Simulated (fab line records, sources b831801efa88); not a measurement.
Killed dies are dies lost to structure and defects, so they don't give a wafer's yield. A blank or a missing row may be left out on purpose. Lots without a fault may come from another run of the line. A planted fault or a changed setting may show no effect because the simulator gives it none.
Which tool did it? | flow gf180mcu | 14 lots, 42 wafers sampled, at 7 steps of a route of 602

WHAT THE GAUGES READ, wafer by wafer
GF_VT_IMPLANT_RS_MEAS_47: measures by four-point-probe.
lot  | measured     | on            | NWELL_RS (ohm/sq)
L900 | day 7 14:35  | film_metro-04 | 486.8 488.7 489.0
L901 | day 7 19:50  | film_metro-04 | 487.5 486.8 487.6
L902 | day 8 00:11  | film_metro-03 | 486.2 486.8 487.2
L904 | day 8 12:42  | film_metro-04 | 487.7 488.2 485.9
L908 | day 9 19:50  | film_metro-03 | 487.9 487.9 489.1
L909 | day 10 05:53 | film_metro-04 | 489.4 487.2 490.1
L911 | day 10 20:38 | film_metro-03 | 487.0 488.6 488.1
L915 | day 11 20:02 | film_metro-04 | 489.4 488.1 489.5
L916 | day 12 10:17 | film_metro-04 | 489.5 491.0 491.6
L918 | day 12 14:25 | film_metro-04 | 487.7 488.2 487.1
L919 | day 12 20:38 | film_metro-03 | 487.3 489.3 487.3
L920 | day 13 04:22 | film_metro-04 | 487.6 489.0 487.9
L921 | day 13 12:29 | film_metro-01 | 486.6 487.2 487.6
L922 | day 13 19:59 | film_metro-03 | 485.9 486.9 487.2

GF_DUAL_GATE_OVL_MEAS_11.
lot  | measured     | on         | DUAL_GATE_OVL (nm)
L900 | day 8 08:19  | overlay-01 | -0.6 1.9 0.8
L901 | day 8 15:18  | overlay-01 | 1.5 2.0 0.3
L902 | day 8 18:24  | overlay-02 | -0.6 0.6 -1.3
L904 | day 9 08:01  | overlay-01 | 1.6 2.5 0.6
L908 | day 10 14:48 | overlay-01 | 1.6 1.4 -1.7
L909 | day 11 03:31 | overlay-01 | 2.0 1.3 1.8
L911 | day 11 17:07 | overlay-02 | 1.1 -1.2 -2.2
L915 | day 12 18:33 | overlay-02 | 1.8 1.5 0.8
L916 | day 13 07:58 | overlay-02 | 0.8 0.5 1.5
L918 | day 13 12:00 | overlay-02 | -0.7 -1.3 1.4
L919 | day 13 18:30 | overlay-02 | -2.0 -1.4 -1.4
L920 | day 14 03:06 | overlay-02 | -0.5 0.2 -1.2
L921 | day 14 12:45 | overlay-02 | -0.6 1.4 0.6
L922 | day 14 19:16 | overlay-01 | -1.1 0.9 -0.3

GF_POLY_GATE_CD_MEAS_18.
lot  | measured     | on        | cd_nm (nm)
L900 | day 9 07:30  | cd_sem-02 | 281.8 284.5 280.6
L901 | day 9 12:53  | cd_sem-01 | 282.0 281.7 279.5
L902 | day 9 17:26  | cd_sem-01 | 280.2 278.1 276.3
L904 | day 10 08:05 | cd_sem-01 | 281.4 281.4 282.5
L908 | day 11 14:34 | cd_sem-01 | - - -
L909 | day 12 04:10 | cd_sem-01 | - - -
L911 | day 12 17:44 | cd_sem-02 | 279.7 279.6 280.6
L915 | day 13 21:46 | cd_sem-01 | 280.5 279.4 278.5
L916 | day 14 12:08 | cd_sem-02 | 275.7 278.5 275.8
L918 | day 14 16:12 | cd_sem-01 | 278.2 278.8 279.2
L919 | day 15 01:49 | cd_sem-02 | 280.1 277.5 276.3
L920 | day 15 12:52 | cd_sem-02 | 281.7 282.2 280.1
L921 | day 15 21:02 | cd_sem-02 | 280.0 283.6 284.1
L922 | day 16 06:45 | cd_sem-02 | 279.8 279.6 278.5

WHICH TOOL RAN EACH LOT (tool, then ch and the chambers of the sampled wafers, then the start)
lot  | GF_DUAL_GATE_STRIP_13                | GF_POLY_GATE_ETCH_12               | GF_POLY_GATE_ETCH_13             | GF_POLY_GATE_STRIP_14
L900 | plasma_asher-02 ch 0,1, day 8 08:26  | rie_diel-04 ch 0,2,3, day 9 04:37  | rie_si-02 ch 0,1,2, day 9 04:40  | plasma_asher-01 ch 0,1, day 9 04:43
L901 | plasma_asher-02 ch 0,1, day 8 15:25  | rie_diel-01 ch 0,2,3, day 9 11:19  | rie_si-02 ch 1,2, day 9 11:22    | plasma_asher-01 ch 0,1, day 9 11:25
L902 | plasma_asher-01 ch 0,1, day 8 18:31  | rie_diel-03 ch 0,1,3, day 9 15:52  | rie_si-02 ch 1,2,3, day 9 15:55  | plasma_asher-01 ch 0,1, day 9 15:58
L904 | plasma_asher-01 ch 0,1, day 9 08:07  | rie_diel-03 ch 0,3, day 10 06:03   | rie_si-01 ch 0,2, day 10 06:06   | plasma_asher-04 ch 0,1, day 10 06:09
L908 | plasma_asher-02 ch 0,1, day 10 14:55 | rie_diel-03 ch 1,2,3, day 11 13:01 | rie_si-01 ch 0,1,3, day 11 13:04 | plasma_asher-03 ch 0,1, day 11 13:07
L909 | plasma_asher-01 ch 0,1, day 11 03:39 | rie_diel-03 ch 1,2, day 12 02:31   | rie_si-02 ch 0,2,3, day 12 02:35 | plasma_asher-03 ch 0,1, day 12 02:39
L911 | plasma_asher-01 ch 0,1, day 11 17:13 | rie_diel-01 ch 1,3, day 12 15:37   | rie_si-01 ch 0,1,2, day 12 15:40 | plasma_asher-03 ch 0,1, day 12 15:43
L915 | plasma_asher-03 ch 0,1, day 12 18:40 | rie_diel-03 ch 0,2, day 13 19:37   | rie_si-02 ch 1,2,3, day 13 19:40 | plasma_asher-03 ch 0,1, day 13 19:43
L916 | plasma_asher-01 ch 0,1, day 13 08:07 | rie_diel-03 ch 0,1, day 14 09:43   | rie_si-01 ch 1,2,3, day 14 09:47 | plasma_asher-01 ch 0,1, day 14 09:52
L918 | plasma_asher-03 ch 0,1, day 13 12:07 | rie_diel-01 ch 0,2,3, day 14 13:43 | rie_si-01 ch 1,2,3, day 14 13:46 | plasma_asher-01 ch 0,1, day 14 13:49
L919 | plasma_asher-01 ch 0,1, day 13 18:42 | rie_diel-01 ch 0,2,3, day 14 20:43 | rie_si-01 ch 1,2,3, day 14 20:46 | plasma_asher-01 ch 0,1, day 14 20:49
L920 | plasma_asher-01 ch 0,1, day 14 03:18 | rie_diel-03 ch 2,3, day 15 05:37   | rie_si-02 ch 0,3, day 15 05:40   | plasma_asher-03 ch 0,1, day 15 05:43
L921 | plasma_asher-02 ch 0,1, day 14 12:52 | rie_diel-01 ch 2,3, day 15 13:56   | rie_si-02 ch 0,2, day 15 13:59   | plasma_asher-04 ch 0,1, day 15 14:02
L922 | plasma_asher-01 ch 0,1, day 14 19:23 | rie_diel-04 ch 0,1,3, day 15 20:33 | rie_si-01 ch 0,1,3, day 15 20:36 | plasma_asher-03 ch 0,1, day 15 20:39
- GF_DUAL_GATE_STRIP_13: strips in O2/N2.
- GF_POLY_GATE_ETCH_12: etches BARC in N2/H2.
- GF_POLY_GATE_ETCH_13: etches poly-Si in HBr/Cl2, stops on SiO2, target depth 198.5 nm, time 69.6 s.
- GF_POLY_GATE_STRIP_14: strips in O2/N2.

WHAT THE TOOLS THEMSELVES READ (means of the sampled wafers that have a number; where no wafer has one, the mark that the record gives instead)
GF_DUAL_GATE_STRIP_13.
lot  | tool            | drypump_motor_current_A (A) | heater_power_w (W) | oes_product_au (a.u.) | strip_time_to_endpoint_s (s)
L900 | plasma_asher-02 | 5.2                         | 269                | 0.717                 | 12.69
L901 | plasma_asher-02 | 5.4                         | 274                | 0.716                 | 12.61
L902 | plasma_asher-01 | 5.8                         | 321                | 0.716                 | 12.64
L904 | plasma_asher-01 | 5.5                         | 349                | 0.715                 | 12.59
L908 | plasma_asher-02 | 5.4                         | 271                | 0.714                 | 12.57
L909 | plasma_asher-01 | 5.8                         | 316                | 0.715                 | 12.63
L911 | plasma_asher-01 | 5.8                         | 320                | 0.719                 | 12.59
L915 | plasma_asher-03 | 5.4                         | 341                | 0.721                 | 12.59
L916 | plasma_asher-01 | 5.8                         | 319                | 0.715                 | 12.63
L918 | plasma_asher-03 | 5.4                         | 340                | 0.712                 | 12.63
L919 | plasma_asher-01 | 5.5                         | 352                | 0.714                 | 12.60
L920 | plasma_asher-01 | 5.8                         | 314                | 0.717                 | 12.66
L921 | plasma_asher-02 | 5.4                         | 268                | 0.714                 | 12.63
L922 | plasma_asher-01 | 5.8                         | 320                | 0.720                 | 12.63

GF_POLY_GATE_ETCH_12.
lot  | tool        | bias_w (W) | chamber_pressure_mTorr (mTorr) | drypump_motor_current_A (A) | oes_product_au (a.u.) | throttle_valve_pct (%)
L900 | rie_diel-04 | 99.7       | 29.995                         | 5.6                         | 0.737                 | 13.213
L901 | rie_diel-01 | 100.1      | 29.999                         | 6.2                         | 0.737                 | 13.216
L902 | rie_diel-03 | 100.0      | 30.012                         | 5.3                         | 0.734                 | 13.218
L904 | rie_diel-03 | 100.1      | 29.991                         | 5.3                         | 0.739                 | 13.213
L908 | rie_diel-03 | -          | -                              | -                           | -                     | -
L909 | rie_diel-03 | -          | -                              | -                           | -                     | -
L911 | rie_diel-01 | 99.7       | 29.995                         | 6.3                         | 0.731                 | 13.215
L915 | rie_diel-03 | 100.1      | 30.001                         | 5.3                         | 0.737                 | 13.203
L916 | rie_diel-03 | 99.7       | 29.975                         | 5.2                         | 0.737                 | 13.206
L918 | rie_diel-01 | 100.0      | 29.973                         | 6.2                         | 0.735                 | 13.205
L919 | rie_diel-01 | 99.8       | 29.995                         | 6.2                         | 0.737                 | 13.221
L920 | rie_diel-03 | 99.8       | 29.969                         | 5.4                         | 0.736                 | 13.220
L921 | rie_diel-01 | 99.8       | 29.992                         | 6.3                         | 0.732                 | 13.212
L922 | rie_diel-04 | 100.1      | 29.977                         | 5.5                         | 0.739                 | 13.225

GF_POLY_GATE_ETCH_13.
lot  | tool      | HBr_flow_sccm (sccm) | bias_w (W) | drypump_motor_current_A (A) | oes_product_au (a.u.) | throttle_valve_pct (%)
L900 | rie_si-02 | 149.7                | 99.9       | 6.1                         | 0.990                 | 33.687
L901 | rie_si-02 | 149.8                | 100.3      | 6.4                         | 0.982                 | 33.686
L902 | rie_si-02 | 150.0                | 99.9       | 6.0                         | 0.986                 | 33.683
L904 | rie_si-01 | 149.9                | 100.2      | 5.7                         | 0.997                 | 33.681
L908 | rie_si-01 | 150.2                | 100.3      | 5.6                         | 0.272                 | 33.680
L909 | rie_si-02 | 150.0                | 99.8       | 5.6                         | 0.271                 | 33.684
L911 | rie_si-01 | 150.1                | 100.0      | 5.6                         | 0.997                 | 33.681
L915 | rie_si-02 | 149.7                | 100.3      | 6.0                         | 0.993                 | 33.692
L916 | rie_si-01 | 149.7                | 99.8       | 5.8                         | 0.998                 | 33.694
L918 | rie_si-01 | 150.0                | 100.0      | 5.8                         | 0.997                 | 33.688
L919 | rie_si-01 | 149.8                | 100.0      | 5.7                         | 1.001                 | 33.690
L920 | rie_si-02 | 150.1                | 99.8       | 5.2                         | 0.979                 | 33.679
L921 | rie_si-02 | 150.2                | 100.0      | 5.8                         | 0.987                 | 33.697
L922 | rie_si-01 | 150.1                | 99.7       | 5.6                         | 0.990                 | 33.682

GF_POLY_GATE_STRIP_14.
lot  | tool            | drypump_motor_current_A (A) | heater_power_w (W) | oes_product_au (a.u.)
L900 | plasma_asher-01 | 5.8                         | 318                | 0.501
L901 | plasma_asher-01 | 5.8                         | 320                | 0.500
L902 | plasma_asher-01 | 5.8                         | 317                | 0.507
L904 | plasma_asher-04 | 5.9                         | 343                | 0.505
L908 | plasma_asher-03 | 5.3                         | 339                | 0.527
L909 | plasma_asher-03 | 5.4                         | 342                | 0.530
L911 | plasma_asher-03 | 5.3                         | 345                | 0.503
L915 | plasma_asher-03 | 5.4                         | 345                | 0.502
L916 | plasma_asher-01 | 5.6                         | 347                | 0.512
L918 | plasma_asher-01 | 5.6                         | 345                | 0.504
L919 | plasma_asher-01 | 5.6                         | 342                | 0.508
L920 | plasma_asher-03 | 5.3                         | 341                | 0.506
L921 | plasma_asher-04 | 5.9                         | 320                | 0.503
L922 | plasma_asher-03 | 5.3                         | 344                | 0.504

THE ANSWER, worked out from the rows above alone
Rule: what is usual is taken from the lots themselves. Put in order of their means at a reading, lots are off if they are a third of the lots or fewer, leave a main group of 4 or more, and stand apart from it by a gap of 3 or more times the standard deviation of the main group's means; of several such gaps the widest counts. A main group whose means are all the same, to the digits that the tables above print for the reading, isn't used. A lot without any number at a reading at which 4 lots or more have one is off too. The other lots that the step has rows for count as sound. The gauges are gone through in route order, then the tools' own readings, and for those a lot's mean is taken as printed above. The first step at which some lot is off is used, and at that step the reading that is off furthest; a lot without a number counts as furthest.
Off: L908, L909, at GF_POLY_GATE_CD_MEAS_18 (cd_nm). Without a number there: L908, L909. The main group: mean 279.9 nm, standard deviation 1.8.
A tool fits if, at a process step before that reading, it ran every lot that is off, and no sound lot after the first of them. The gauges at GF_POLY_GATE_CD_MEAS_18 aren't tried: what is off there is off at GF_POLY_GATE_ETCH_12 too, on other tools, and a gauge's error can't cause that. None of those tried fits.

WHAT THE SIMULATOR HAD PUT IN
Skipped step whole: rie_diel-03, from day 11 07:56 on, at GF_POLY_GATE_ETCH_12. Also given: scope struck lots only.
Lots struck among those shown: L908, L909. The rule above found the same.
